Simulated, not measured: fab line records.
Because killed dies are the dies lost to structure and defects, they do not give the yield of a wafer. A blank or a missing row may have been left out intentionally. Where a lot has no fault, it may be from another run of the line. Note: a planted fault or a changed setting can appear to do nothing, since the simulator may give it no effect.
Struck lot and sound lot, side by side ; flow sky130 ; 43 steps out of a route of 708
Sound: the wafers L454.1, L454.3, L454.6. Struck: wafer L463.4 (L463.2, L463.3, from the same lot, were not struck and are left out); the cause is given at the end.
Order at every step that has rows: each side's tool, ch and its chambers, its first start. Under that, the readings that differ: sound wafers ; struck wafers ; difference of the means ; sigmas: that difference in standard deviations of wafers without a fault.
alike: same words and numbers on both sides, and readings whose means sit less than 2 such deviations apart. not compared: any withheld reading, any reading some wafer has no value for, any bound like >300 that may hide the same value, and any number with overlapping values for which the record gives no deviation.
Wherever a step has rows on one side only, a row that says differs or no value, or a row with sigmas, the two part there. When numbers do not overlap yet have no deviation, they are printed without sigmas and do not part them. Lack of a reading on every wafer of one side parts them only where that side has two or more wafers.

first, 4 steps without rows for these wafers: SKY_VIA2_SOFTBAKE_08 (time 90 s); SKY_VIA2_EXPOSE_09 (exposes mask VIM2, target cd 200 nm); SKY_VIA2_PEB_10; SKY_VIA2_DEVELOP_11 (develop time 60 s).
SKY_VIA2_CD_MEAS_12: the cd target is 200 nm.
  struck on cdSem-02, day 40 04:53; sound on cdSem-02, day 37 16:40
reading;sound;struck;difference;sigmas
cdNm (nm);202.8 201.5 202.7;198.0;-4.3;-3
SKY_VIA2_OVL_MEAS_13:
  struck on overlay-02, day 40 04:59; sound on overlay-02, day 37 16:47
  alike: VIA2_OVL
then, 6 steps without rows for these wafers: SKY_VIA2_ETCH_14 (etches BARC in N2/H2, stops on SiO2, time 45.9 s, target depth 60 nm); SKY_VIA2_ETCH_15 (etches SiO2 in C4F8/O2/Ar, stops on TiN, target depth 546 nm, time 84 s); SKY_VIA2_STRIP_16 (strips in O2/N2); SKY_VIA2_STRIP_17 (strips in post etch residue remover, time 1200 s); SKY_VIA2_CLEAN_18 (cleans in IPA, time 180 s); SKY_VIA2_CLEAN_19 (cleans in O3/DIW).
SKY_VIA2_SPUTTER_20: material TiN, target thk 20 nm, time 80 s.
  struck on pvdSputter-03, day 40 05:45; sound on pvdSputter-01, day 37 17:32
reading;sound;struck;difference;sigmas
throttleValvePct (%);29.2 28.4 28.3;30.6;+2.0;+2
  alike: cathodeDcPowerW
SKY_VIA2_CVD_21: deposits W, target thk 420 nm, time 126.4 s.
  sound on cvdW-02 ch 0,1, day 37 17:36; struck on cvdW-01 ch 1, day 40 05:49
reading;sound;struck;difference;sigmas
heaterPowerW (W);1047 926 1051;780;-228;-3
  alike: chamberPressureTorr, susceptorTempC
SKY_VIA2_RS_MEAS_22: measurement is done with a four-point probe.
  struck on filmMetro-03, day 40 05:58; sound on filmMetro-03, day 37 17:44
  alike: VIA2_W_RS
SKY_VIA2_THK_MEAS_23: measures by xrf.
  struck on filmMetro-03, day 40 06:04; sound on filmMetro-03, day 37 17:51
  alike: VIA2_W_THK
SKY_VIA2_CMP_24: polishes, stops on SiO2, t overpolish 20 s, target thk 0 nm.
  sound on cmp-02 ch 1,3, day 37 18:11; struck on cmp-01 ch 1, day 40 06:07
  alike: motorCurrentA, overpolishRunS, timeToEndpointS
then, 1 step without rows for these wafers: SKY_METAL3_SPUTTER_00 (material Ti, target thk 15 nm, time 10 s).
SKY_METAL3_SPUTTER_01: material TiN, target thk 20 nm, time 16.7 s.
  struck on pvdSputter-02, day 40 06:26; sound on pvdSputter-02, day 37 18:30
  alike: cathodeDcPowerW, throttleValvePct
then, 4 steps without rows for these wafers: SKY_METAL3_SPUTTER_02 (material AlCu, target thk 735 nm, time 39.1 s); SKY_METAL3_SPUTTER_03 (material Ti, target thk 5 nm, time 3.2 s); SKY_METAL3_SPUTTER_04 (material TiN, target thk 70 nm, time 58.3 s); SKY_CAPM_CVD_00 (deposits SiO2, target thk 15.5 nm).
SKY_CAPM_THK_MEAS_01:
  struck on filmMetro-01, day 40 06:37; sound on filmMetro-01, day 37 18:40
  alike: CAPM_CVD_00_THK
SKY_CAPM_SPUTTER_02: material TiN, target thk 200 nm, time 166.7 s.
  struck on pvdSputter-01, day 40 06:40; sound on pvdSputter-01, day 37 18:43
reading;sound;struck;difference;sigmas
susceptorTempC (C);299.61 299.76 299.49;300.48;+0.86;+5
  alike: cathodeDcPowerW, throttleValvePct
SKY_CAPM_RS_MEAS_03: measurement is done with a four-point probe.
  struck on filmMetro-03, day 40 06:54; sound on filmMetro-03, day 37 18:49
  alike: CAPM_TIN_RS
SKY_CAPM_THK_MEAS_04: measures by xrf.
  struck on filmMetro-03, day 40 07:01; sound on filmMetro-03, day 37 18:56
  alike: CAPM_TIN_THK
then, 7 steps without rows for these wafers: SKY_CAPM_DEHYDRATE_05 (time 60 s); SKY_CAPM_HMDS_06 (prime time 60 s); SKY_CAPM_COAT_07 (resist thk 1140 nm); SKY_CAPM_SOFTBAKE_08 (time 60 s); SKY_CAPM_EXPOSE_09 (exposes mask CAPM, target cd 1000 nm); SKY_CAPM_PEB_10; SKY_CAPM_DEVELOP_11 (develop time 60 s).
SKY_CAPM_OVL_MEAS_12:
  struck on overlay-02, day 41 08:10; sound on overlay-02, day 38 21:11
  alike: CAPM_OVL
then, 1 step without rows for these wafers: SKY_CAPM_METAL_ETCH_13 (etches TiN in Cl2/BCl3, stops on SiO2, target depth 220 nm, time 62.9 s).
SKY_CAPM_STRIP_14: strips in O2/N2.
  sound on plasmaAsher-03 ch 0, day 38 21:19; struck on plasmaAsher-04 ch 0, day 41 08:16
  alike: drypumpMotorCurrentA, oesProductAu, stripTimeToEndpointS
  not compared: rfHoursCounterH
then, 5 steps without rows for these wafers: SKY_CAPM_STRIP_15 (strips in post etch residue remover, time 1200 s); SKY_CAPM_CLEAN_16 (cleans in IPA, time 180 s); SKY_CAPM_CLEAN_17 (cleans in O3/DIW); SKY_METAL3_DEHYDRATE_05 (time 60 s); SKY_METAL3_HMDS_06 (prime time 60 s).
-- the record jumps here: 8 days lie between the struck wafers' starts before and after (it left off in module METAL3 and takes up again in module PAD_OPEN, whose first step shown is number 708 of the route) --
SKY_PAD_OPEN_PROBE_99:
  struck on prober-02, day 49 04:35; sound on prober-01, day 47 06:00
reading;sound;struck;difference;sigmas
defectLimitedYield (%);83.9 82.7 80.9;75.4;-7.1;-4
killed_at_M0_to_M3;45 44 46;86;+41;+6
killedDies;79 85 94;121;+35;+4
sort_bin_3_pad_short (%);0.6 0.8 0.6;2.8;+2.1;+5
sort_bin_5_function (%);7.5 12.4 12.8;15.7;+4.8;+3
sortNPass;413 407 398;371;-35;-4
sortYieldPct (%);83.9 82.7 80.9;75.4;-7.1;-4
model.etest.tester.sortNPass;413 407 398;371;-35;
model.etest.tester.sortYieldPct (%);83.94 82.72 80.89;75.41;-7.11;
model.etest.tester.sort_bin_5_pct (%);7.52 12.4 12.8;15.65;+4.74;
model.etest.tester.sort_bin_3_pct (%);0.6098 0.813 0.6098;2.846;+2.168;
  alike: killed_at_M4_up, killedAtContacts, killedAtFrontEnd, killedAtOther, killedOpen, killedShort, sort_bin_6_memory

WHERE THEY PART
First at SKY_VIA2_CD_MEAS_12; last, within this record, at SKY_PAD_OPEN_PROBE_99.

WHY: the cause the simulator had injected
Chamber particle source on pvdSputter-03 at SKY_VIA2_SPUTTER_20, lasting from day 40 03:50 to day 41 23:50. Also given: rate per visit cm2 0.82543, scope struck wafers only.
